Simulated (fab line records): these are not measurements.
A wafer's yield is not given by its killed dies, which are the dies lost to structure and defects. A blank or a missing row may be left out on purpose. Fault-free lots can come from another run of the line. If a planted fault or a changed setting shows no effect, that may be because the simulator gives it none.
Split-lot experiment :: flow sfq-line :: on a route of 325 steps: 5 lots, 27 wafers read

== ABOUT THE SPLIT ==
At SFQ_TRILAYER_I1_DEP_PECVD_045 (deposits SiO2 from SiH4/N2O, time 111.11 s, target thk 500 nm), the setting time-s was moved away from the recipe's 111.11 s on 9 of the 27 wafers read, by -55.0% to +53.8%. For the rest of the wafers, this setting stayed at what the recipe calls for.

The reading comes from the split's own step.

== THE READING ==
SiO2_of_TRILAYER_I1_DEP_PECVD_045.thk-nm (the simulator's own value, which no gauge read), in nm, at SFQ_TRILAYER_I1_DEP_PECVD_045 (deposits SiO2 from SiH4/N2O, time 111.11 s, target thk 500 nm). The file does not state a usual value for it. Here, 18 wafers ran the recipe; their average is 500.4 nm with a standard deviation of 5.3 nm.

wafer: L074.1
tool, chamber at the split: pecvd-03, 2
time-s as run, s: 92.81
against the recipe: -16.5%
SiO2_of_TRILAYER_I1_DEP_PECVD_045.thk-nm, nm: 417.4
against lot-mates on the recipe: -90.7

wafer: L074.2
tool, chamber at the split: pecvd-03, 0
time-s as run, s: 92.81
against the recipe: -16.5%
SiO2_of_TRILAYER_I1_DEP_PECVD_045.thk-nm, nm: 417.2
against lot-mates on the recipe: -90.9

wafer: L074.3
tool, chamber at the split: pecvd-03, 1
time-s as run, s: 111.11
against the recipe: recipe
SiO2_of_TRILAYER_I1_DEP_PECVD_045.thk-nm, nm: 505.8
against lot-mates on the recipe: -

wafer: L074.4
tool, chamber at the split: pecvd-03, 1
time-s as run, s: 111.11
against the recipe: recipe
SiO2_of_TRILAYER_I1_DEP_PECVD_045.thk-nm, nm: 510.2
against lot-mates on the recipe: -

wafer: L074.5
tool, chamber at the split: pecvd-03, 2
time-s as run, s: 111.11
against the recipe: recipe
SiO2_of_TRILAYER_I1_DEP_PECVD_045.thk-nm, nm: 508.2
against lot-mates on the recipe: -

wafer: L074.6
tool, chamber at the split: pecvd-03, 0
time-s as run, s: 92.81
against the recipe: -16.5%
SiO2_of_TRILAYER_I1_DEP_PECVD_045.thk-nm, nm: 424.5
against lot-mates on the recipe: -83.6

wafer: L077.1
tool, chamber at the split: pecvd-02, 1
time-s as run, s: 111.11
against the recipe: recipe
SiO2_of_TRILAYER_I1_DEP_PECVD_045.thk-nm, nm: 493.7
against lot-mates on the recipe: -

wafer: L077.3
tool, chamber at the split: pecvd-02, 2
time-s as run, s: 111.11
against the recipe: recipe
SiO2_of_TRILAYER_I1_DEP_PECVD_045.thk-nm, nm: 500
against lot-mates on the recipe: -

wafer: L077.4
tool, chamber at the split: pecvd-02, 0
time-s as run, s: 111.11
against the recipe: recipe
SiO2_of_TRILAYER_I1_DEP_PECVD_045.thk-nm, nm: 503.3
against lot-mates on the recipe: -

wafer: L080.1
tool, chamber at the split: pecvd-02, 2
time-s as run, s: 111.11
against the recipe: recipe
SiO2_of_TRILAYER_I1_DEP_PECVD_045.thk-nm, nm: 495.2
against lot-mates on the recipe: -

wafer: L080.2
tool, chamber at the split: pecvd-02, 0
time-s as run, s: 111.11
against the recipe: recipe
SiO2_of_TRILAYER_I1_DEP_PECVD_045.thk-nm, nm: 494.7
against lot-mates on the recipe: -

wafer: L080.3
tool, chamber at the split: pecvd-02, 1
time-s as run, s: 111.11
against the recipe: recipe
SiO2_of_TRILAYER_I1_DEP_PECVD_045.thk-nm, nm: 491.6
against lot-mates on the recipe: -

wafer: L080.4
tool, chamber at the split: pecvd-02, 1
time-s as run, s: 111.11
against the recipe: recipe
SiO2_of_TRILAYER_I1_DEP_PECVD_045.thk-nm, nm: 501.2
against lot-mates on the recipe: -

wafer: L080.5
tool, chamber at the split: pecvd-02, 0
time-s as run, s: 111.11
against the recipe: recipe
SiO2_of_TRILAYER_I1_DEP_PECVD_045.thk-nm, nm: 499.4
against lot-mates on the recipe: -

wafer: L080.6
tool, chamber at the split: pecvd-02, 2
time-s as run, s: 111.11
against the recipe: recipe
SiO2_of_TRILAYER_I1_DEP_PECVD_045.thk-nm, nm: 501.6
against lot-mates on the recipe: -

wafer: L081.1
tool, chamber at the split: pecvd-04, 1
time-s as run, s: 170.9
against the recipe: +53.8%
SiO2_of_TRILAYER_I1_DEP_PECVD_045.thk-nm, nm: 769.8
against lot-mates on the recipe: +267.7

wafer: L081.2
tool, chamber at the split: pecvd-04, 0
time-s as run, s: 111.11
against the recipe: recipe
SiO2_of_TRILAYER_I1_DEP_PECVD_045.thk-nm, nm: 498.7
against lot-mates on the recipe: -

wafer: L081.3
tool, chamber at the split: pecvd-04, 2
time-s as run, s: 170.9
against the recipe: +53.8%
SiO2_of_TRILAYER_I1_DEP_PECVD_045.thk-nm, nm: 753.3
against lot-mates on the recipe: +251.2

wafer: L081.4
tool, chamber at the split: pecvd-04, 1
time-s as run, s: 170.9
against the recipe: +53.8%
SiO2_of_TRILAYER_I1_DEP_PECVD_045.thk-nm, nm: 780.4
against lot-mates on the recipe: +278.3

wafer: L081.5
tool, chamber at the split: pecvd-04, 2
time-s as run, s: 111.11
against the recipe: recipe
SiO2_of_TRILAYER_I1_DEP_PECVD_045.thk-nm, nm: 499.9
against lot-mates on the recipe: -

wafer: L081.6
tool, chamber at the split: pecvd-04, 0
time-s as run, s: 111.11
against the recipe: recipe
SiO2_of_TRILAYER_I1_DEP_PECVD_045.thk-nm, nm: 507.8
against lot-mates on the recipe: -

wafer: L085.1
tool, chamber at the split: pecvd-02, 1
time-s as run, s: 111.11
against the recipe: recipe
SiO2_of_TRILAYER_I1_DEP_PECVD_045.thk-nm, nm: 494.9
against lot-mates on the recipe: -

wafer: L085.2
tool, chamber at the split: pecvd-02, 0
time-s as run, s: 49.99
against the recipe: -55.0%
SiO2_of_TRILAYER_I1_DEP_PECVD_045.thk-nm, nm: 226.8
against lot-mates on the recipe: -271.8

wafer: L085.3
tool, chamber at the split: pecvd-02, 2
time-s as run, s: 111.11
against the recipe: recipe
SiO2_of_TRILAYER_I1_DEP_PECVD_045.thk-nm, nm: 496.6
against lot-mates on the recipe: -

wafer: L085.4
tool, chamber at the split: pecvd-02, 0
time-s as run, s: 111.11
against the recipe: recipe
SiO2_of_TRILAYER_I1_DEP_PECVD_045.thk-nm, nm: 504.2
against lot-mates on the recipe: -

wafer: L085.5
tool, chamber at the split: pecvd-02, 1
time-s as run, s: 49.99
against the recipe: -55.0%
SiO2_of_TRILAYER_I1_DEP_PECVD_045.thk-nm, nm: 228.3
against lot-mates on the recipe: -270.3

wafer: L085.6
tool, chamber at the split: pecvd-02, 2
time-s as run, s: 49.99
against the recipe: -55.0%
SiO2_of_TRILAYER_I1_DEP_PECVD_045.thk-nm, nm: 228
against lot-mates on the recipe: -270.6

FIT RESULTS
A straight line over all 27 wafers: SiO2_of_TRILAYER_I1_DEP_PECVD_045.thk-nm changes by +4.96 nm for each +1% of time-s; r = +1.00; the points scatter about the line by 6 nm.
The same after taking each lot's own level away (the mean of its wafers on the recipe; 27 wafers): +4.95 nm for each +1%; r = +1.00; scatter 5.6 nm.
The reading moves by 2.7e+02 nm for the largest change in time-s, on that fit.
Across the lots, their own levels run from 497.28 to 508.07 nm, a range of 2.1 times the standard deviation given above.
The two slopes are in agreement: the lot-to-lot level therefore moves the slope only a little.
Check: -273 nm against its lot-mates is what the line predicts for one of the wafers moved furthest among these (-55.0%) when that wafer is left out of the fit. Against them it came out at -272 nm.

== THE OTHER SPLITS THESE WAFERS WENT THROUGH ==
Note: prior to the reading, these wafers also went through further splits. Each is held against what the fit with the lots' levels taken away leaves over:
other split on the same wafers: SFQ_TRILAYER_L0_BARC_OPEN_METAL_ETCH_010 time-s
wafers away from the commonest value: 12
r with SiO2_of_TRILAYER_I1_DEP_PECVD_045.thk-nm (lot level and that fit taken away): +0.25

other split on the same wafers: SFQ_TRILAYER_M0_DEP_SPUTTER_019 time-s
wafers away from the commonest value: 12
r with SiO2_of_TRILAYER_I1_DEP_PECVD_045.thk-nm (lot level and that fit taken away): +0.29

== THE WHOLE CHAIN: every reading that the file lists as answering this split, in the file's order ==
step: SFQ_TRILAYER_I1_DEP_PECVD_045
what it does: deposits SiO2 from SiH4/N2O, time 111.11 s, target thk 500 nm
reading: SiO2_of_TRILAYER_I1_DEP_PECVD_045.thk-nm (the simulator's own value, which no gauge read)
change (the file's fit): +4.95 nm for each +1% of the setting
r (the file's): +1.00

step: SFQ_TRILAYER_I1_CMP_CMP_046
what it does: polishes SiO2
reading: time-to-endpoint-s
change (the file's fit): withheld for each +1% of the setting
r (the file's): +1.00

== THE FILE'S OWN FIT ==
SiO2_of_TRILAYER_I1_DEP_PECVD_045.thk-nm changes by +4.95 nm for each +1% of time-s, r = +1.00.
